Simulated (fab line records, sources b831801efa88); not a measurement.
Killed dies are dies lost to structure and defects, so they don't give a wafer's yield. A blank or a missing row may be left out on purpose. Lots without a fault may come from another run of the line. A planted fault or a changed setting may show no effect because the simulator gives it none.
Which tool did it? | flow sky130 | 24 lots, 72 wafers sampled, at 5 steps of a route of 708

WHAT THE GAUGES READ, wafer by wafer
SKY_VIA1_CD_MEAS_12: target cd 150 nm.
lot  | measured     | on        | cd_nm (nm)
L074 | day 34 19:55 | cd_sem-01 | 148.2 147.3 148.6
L075 | day 35 06:22 | cd_sem-02 | 150.2 152.8 152.2
L076 | day 35 09:51 | cd_sem-01 | 150.8 150.4 148.1
L077 | day 35 23:13 | cd_sem-02 | 151.7 150.7 151.5
L078 | day 36 07:24 | cd_sem-01 | 149.1 149.6 148.4
L079 | day 36 08:25 | cd_sem-01 | 148.9 149.0 148.3
L080 | day 36 14:58 | cd_sem-02 | 152.4 152.0 153.4
L081 | day 37 06:40 | cd_sem-02 | 150.9 152.0 151.6
L082 | day 37 11:45 | cd_sem-02 | 147.5 151.8 149.3
L083 | day 37 21:01 | cd_sem-02 | 153.5 150.3 150.7
L084 | day 38 01:43 | cd_sem-01 | 147.1 148.7 147.3
L085 | day 38 11:27 | cd_sem-02 | 149.7 148.1 147.8
L086 | day 38 13:05 | cd_sem-01 | 149.0 149.6 150.2
L087 | day 38 20:24 | cd_sem-02 | 151.1 150.4 150.7
L088 | day 39 09:20 | cd_sem-02 | 146.8 148.1 147.6
L089 | day 39 14:44 | cd_sem-02 | 151.0 150.2 148.7
L090 | day 40 04:46 | cd_sem-01 | 155.3 155.0 156.4
L091 | day 40 08:10 | cd_sem-01 | 149.6 148.9 148.4
L092 | day 40 08:34 | cd_sem-01 | 149.3 147.8 149.8
L093 | day 40 14:28 | cd_sem-01 | 149.1 149.7 150.6
L094 | day 40 23:10 | cd_sem-01 | 150.9 149.8 150.3
L095 | day 41 07:58 | cd_sem-01 | 150.2 150.1 150.3
L096 | day 41 09:41 | cd_sem-02 | 148.7 149.5 149.4
L097 | day 41 12:49 | cd_sem-01 | 147.6 147.3 148.7

SKY_VIA2_OVL_MEAS_13.
lot  | measured     | on         | VIA2_OVL (nm)
L074 | day 37 04:59 | overlay-01 | 1 -4 0
L075 | day 37 15:41 | overlay-02 | 4 1 5
L076 | day 37 17:40 | overlay-01 | 5 6 6
L077 | day 38 07:22 | overlay-01 | 10 6 5
L078 | day 38 14:59 | overlay-02 | 6 -2 -5
L079 | day 38 16:17 | overlay-02 | -4 -2 -5
L080 | day 38 22:29 | overlay-02 | 3 4 3
L081 | day 39 13:44 | overlay-02 | 3 -1 2
L082 | day 39 19:28 | overlay-02 | 0 3 0
L083 | day 40 03:37 | overlay-02 | -12 -6 -3
L084 | day 40 09:20 | overlay-02 | -1 7 -5
L085 | day 40 16:20 | overlay-02 | -5 8 -1
L086 | day 40 18:44 | overlay-01 | 1 4 4
L087 | day 41 02:05 | overlay-02 | 5 -6 4
L088 | day 41 14:26 | overlay-01 | 7 3 5
L089 | day 41 19:31 | overlay-01 | 10 5 2
L090 | day 42 08:14 | overlay-02 | 0 -2 12
L091 | day 42 12:52 | overlay-01 | 2 -4 -10
L092 | day 42 13:45 | overlay-01 | 11 6 10
L093 | day 42 19:29 | overlay-02 | -8 -5 -6
L094 | day 43 02:10 | overlay-01 | 11 9 6
L095 | day 43 10:38 | overlay-01 | 2 -6 -4
L096 | day 43 12:14 | overlay-01 | -6 -10 0
L097 | day 43 16:01 | overlay-01 | 3 4 6

WHICH TOOL RAN EACH LOT (tool, then ch and the chambers of the sampled wafers, then the start)
lot  | SKY_SD_P_STRIP_10                    | SKY_LI_CONTACT_ETCH_15             | SKY_CONTACT_CMP_27
L074 | plasma_asher-04 ch 0,1, day 26 04:34 | rie_diel-02 ch 0,1,2, day 29 22:25 | cmp-02 ch 0,1,2, day 32 11:35
L075 | plasma_asher-04 ch 0,1, day 26 16:34 | rie_diel-03 ch 0,1,2, day 30 08:59 | cmp-02 ch 0,2,3, day 32 22:05
L076 | plasma_asher-01 ch 0,1, day 26 20:10 | rie_diel-03 ch 0,3, day 30 12:12   | cmp-02 ch 0,3, day 33 01:14
L077 | plasma_asher-04 ch 0,1, day 27 09:25 | rie_diel-04 ch 0,2, day 31 02:14   | cmp-02 ch 0,1,3, day 33 14:53
L078 | plasma_asher-02 ch 0,1, day 27 18:25 | rie_diel-03 ch 0,1, day 31 12:14   | cmp-01 ch 2,3, day 33 23:44
L079 | plasma_asher-04 ch 0,1, day 27 20:10 | rie_diel-04 ch 1,2,3, day 31 13:11 | cmp-02 ch 0,1,2, day 33 23:59
L080 | plasma_asher-01 ch 0,1, day 28 05:33 | rie_diel-03 ch 0,1, day 31 20:01   | cmp-02 ch 0,1,3, day 34 07:15
L081 | plasma_asher-02 ch 0,1, day 28 20:14 | rie_diel-03 ch 1,2,3, day 32 12:30 | cmp-01 ch 0,2,3, day 34 23:04
L082 | plasma_asher-04 ch 0,1, day 29 05:25 | rie_diel-03 ch 1,2,3, day 32 18:44 | cmp-01 ch 1,2,3, day 35 04:32
L083 | plasma_asher-01 ch 0,1, day 29 12:28 | rie_diel-03 ch 0,1,3, day 33 02:25 | cmp-01 ch 0,1,3, day 35 13:29
L084 | plasma_asher-01 ch 0,1, day 29 16:22 | rie_diel-03 ch 1,2, day 33 06:43   | cmp-02 ch 0,3, day 35 17:56
L085 | plasma_asher-01 ch 0,1, day 30 03:28 | rie_diel-02 ch 0,1,2, day 33 18:28 | cmp-02 ch 0,1,3, day 36 04:05
L086 | plasma_asher-02 ch 0,1, day 30 04:43 | rie_diel-04 ch 2,3, day 33 18:49   | cmp-02 ch 0,2,3, day 36 05:02
L087 | plasma_asher-02 ch 0,1, day 30 16:10 | rie_diel-03 ch 1,3, day 34 05:15   | cmp-01 ch 1,2, day 36 14:19
L088 | plasma_asher-04 ch 0,1, day 31 02:09 | rie_diel-02 ch 0,1,2, day 34 16:00 | cmp-01 ch 0,2,3, day 37 01:59
L089 | plasma_asher-01 ch 1, day 31 09:46   | rie_diel-02 ch 0,2,3, day 34 22:34 | cmp-01 ch 0,1,3, day 37 07:50
L090 | plasma_asher-01 ch 0,1, day 31 23:07 | rie_diel-04 ch 2,3, day 35 12:17   | cmp-02 ch 0,2,3, day 37 22:00
L091 | plasma_asher-04 ch 0,1, day 32 04:13 | rie_diel-03 ch 0,2, day 35 16:05   | cmp-02 ch 0,1,3, day 38 02:03
L092 | plasma_asher-01 ch 0,1, day 32 06:53 | rie_diel-03 ch 0,1,2, day 35 18:09 | cmp-01 ch 1,3, day 38 03:35
L093 | plasma_asher-04 ch 0, day 32 12:55   | rie_diel-04 ch 1,2, day 36 00:30   | cmp-01 ch 0,2,3, day 38 09:11
L094 | plasma_asher-04 ch 0,1, day 32 22:43 | rie_diel-04 ch 0,1,3, day 36 10:01 | cmp-01 ch 0,1,3, day 38 18:34
L095 | plasma_asher-01 ch 0,1, day 33 08:31 | rie_diel-03 ch 0,2,3, day 36 19:27 | cmp-02 ch 0,2,3, day 39 05:04
L096 | plasma_asher-02 ch 0,1, day 33 11:02 | rie_diel-02 ch 0,3, day 36 20:59   | cmp-01 ch 1,2,3, day 39 05:47
L097 | plasma_asher-04 ch 0,1, day 33 12:40 | rie_diel-04 ch 1,2, day 37 00:09   | cmp-02 ch 0,2,3, day 39 09:05
- SKY_SD_P_STRIP_10: strips in O2/N2.
- SKY_LI_CONTACT_ETCH_15: etches PSG in C4F8/O2/Ar, stops on Si, target depth 600 nm.
- SKY_CONTACT_CMP_27: polishes, stops on SiO2, t overpolish 15 s, target thk 0 nm.

WHAT THE TOOLS THEMSELVES READ (means of the sampled wafers that have a number; where no wafer has one, the mark that the record gives instead)
SKY_SD_P_STRIP_10.
lot  | tool            | drypump_motor_current_A (A) | oes_product_au (a.u.) | strip_time_to_endpoint_s (s)
L074 | plasma_asher-04 | 6.0                         | 0.617                 | 17.41
L075 | plasma_asher-04 | 6.1                         | 0.615                 | 17.53
L076 | plasma_asher-01 | 5.4                         | 0.617                 | 17.51
L077 | plasma_asher-04 | 5.8                         | 0.622                 | 17.50
L078 | plasma_asher-02 | 5.9                         | 0.616                 | 17.47
L079 | plasma_asher-04 | 6.1                         | 0.622                 | 17.45
L080 | plasma_asher-01 | 5.5                         | 0.615                 | 17.48
L081 | plasma_asher-02 | 5.8                         | 0.620                 | 17.45
L082 | plasma_asher-04 | 5.8                         | 0.617                 | 17.41
L083 | plasma_asher-01 | 5.6                         | 0.616                 | 17.52
L084 | plasma_asher-01 | 5.4                         | 0.616                 | 17.56
L085 | plasma_asher-01 | 5.6                         | 0.621                 | 17.44
L086 | plasma_asher-02 | 5.8                         | 0.615                 | 17.51
L087 | plasma_asher-02 | 5.8                         | 0.623                 | 17.48
L088 | plasma_asher-04 | 6.1                         | 0.619                 | 17.49
L089 | plasma_asher-01 | 5.8                         | 0.614                 | 17.48
L090 | plasma_asher-01 | 5.4                         | 0.617                 | 17.51
L091 | plasma_asher-04 | 6.1                         | 0.618                 | 17.50
L092 | plasma_asher-01 | 5.6                         | 0.614                 | 17.48
L093 | plasma_asher-04 | 5.6                         | 0.618                 | 17.49
L094 | plasma_asher-04 | 6.1                         | 0.620                 | 17.52
L095 | plasma_asher-01 | 5.6                         | 0.614                 | 17.48
L096 | plasma_asher-02 | 5.8                         | 0.617                 | 17.50
L097 | plasma_asher-04 | 6.1                         | 0.611                 | 17.51

SKY_LI_CONTACT_ETCH_15.
lot  | tool        | oes_product_au (a.u.)
L074 | rie_diel-02 | 0.838
L075 | rie_diel-03 | 0.841
L076 | rie_diel-03 | 0.834
L077 | rie_diel-04 | 0.837
L078 | rie_diel-03 | 0.831
L079 | rie_diel-04 | 0.837
L080 | rie_diel-03 | 0.843
L081 | rie_diel-03 | 0.834
L082 | rie_diel-03 | 0.833
L083 | rie_diel-03 | 0.832
L084 | rie_diel-03 | 0.838
L085 | rie_diel-02 | 0.839
L086 | rie_diel-04 | 0.837
L087 | rie_diel-03 | 0.838
L088 | rie_diel-02 | 0.838
L089 | rie_diel-02 | 0.837
L090 | rie_diel-04 | 0.834
L091 | rie_diel-03 | 0.837
L092 | rie_diel-03 | 0.834
L093 | rie_diel-04 | 0.832
L094 | rie_diel-04 | 0.837
L095 | rie_diel-03 | 0.836
L096 | rie_diel-02 | 0.839
L097 | rie_diel-04 | 0.839

SKY_CONTACT_CMP_27.
lot  | tool   | head_pressure_psi (psi) | motor_current_A (A) | overpolish_run_s (s) | time_to_endpoint_s (s)
L074 | cmp-02 | 3.500                   | 10.0                | 15.006               | 87
L075 | cmp-02 | 3.502                   | 11.0                | 15.011               | 80
L076 | cmp-02 | 3.497                   | 11.8                | 15.008               | 81
L077 | cmp-02 | 3.500                   | 10.8                | 15.000               | 82
L078 | cmp-01 | 3.503                   | 11.3                | 14.998               | 82
L079 | cmp-02 | 3.497                   | 10.2                | 14.996               | 81
L080 | cmp-02 | 3.504                   | 11.2                | 14.996               | 86
L081 | cmp-01 | 3.506                   | 11.4                | 14.992               | 82
L082 | cmp-01 | 3.498                   | 11.3                | 14.996               | 81
L083 | cmp-01 | 3.496                   | 11.4                | 15.006               | 80
L084 | cmp-02 | 3.506                   | 10.0                | 15.009               | 82
L085 | cmp-02 | 3.500                   | 11.0                | 14.996               | 79
L086 | cmp-02 | 3.499                   | 10.8                | 15.000               | 81
L087 | cmp-01 | 3.509                   | 11.2                | 14.991               | 84
L088 | cmp-01 | 3.492                   | 11.3                | 14.986               | 88
L089 | cmp-01 | 3.491                   | 11.1                | 15.005               | 85
L090 | cmp-02 | 3.501                   | 11.0                | 15.000               | 82
L091 | cmp-02 | 3.510                   | 10.9                | 15.008               | 81
L092 | cmp-01 | 3.512                   | 11.6                | 14.999               | 83
L093 | cmp-01 | 3.496                   | 11.7                | 14.996               | 83
L094 | cmp-01 | 3.500                   | 11.9                | 15.004               | 85
L095 | cmp-02 | 3.498                   | 11.0                | 15.008               | 84
L096 | cmp-01 | 3.500                   | 11.6                | 15.002               | 89
L097 | cmp-02 | 3.501                   | 11.1                | 15.002               | 79

THE ANSWER, worked out from the rows above alone
Rule: what is usual is taken from the lots themselves. Put in order of their means at a reading, lots are off if they are a third of the lots or fewer, leave a main group of 4 or more, and stand apart from it by a gap of 3 or more times the standard deviation of the main group's means; of several such gaps the widest counts. A main group whose means are all the same, to the digits that the tables above print for the reading, isn't used. A lot without any number at a reading at which 4 lots or more have one is off too. The other lots that the step has rows for count as sound. The gauges are gone through in route order, then the tools' own readings, and for those a lot's mean is taken as printed above. The first step at which some lot is off is used, and at that step the reading that is off furthest; a lot without a number counts as furthest.
No lot is off at any reading shown: from this, nothing can be told.

WHAT THE SIMULATOR HAD PUT IN
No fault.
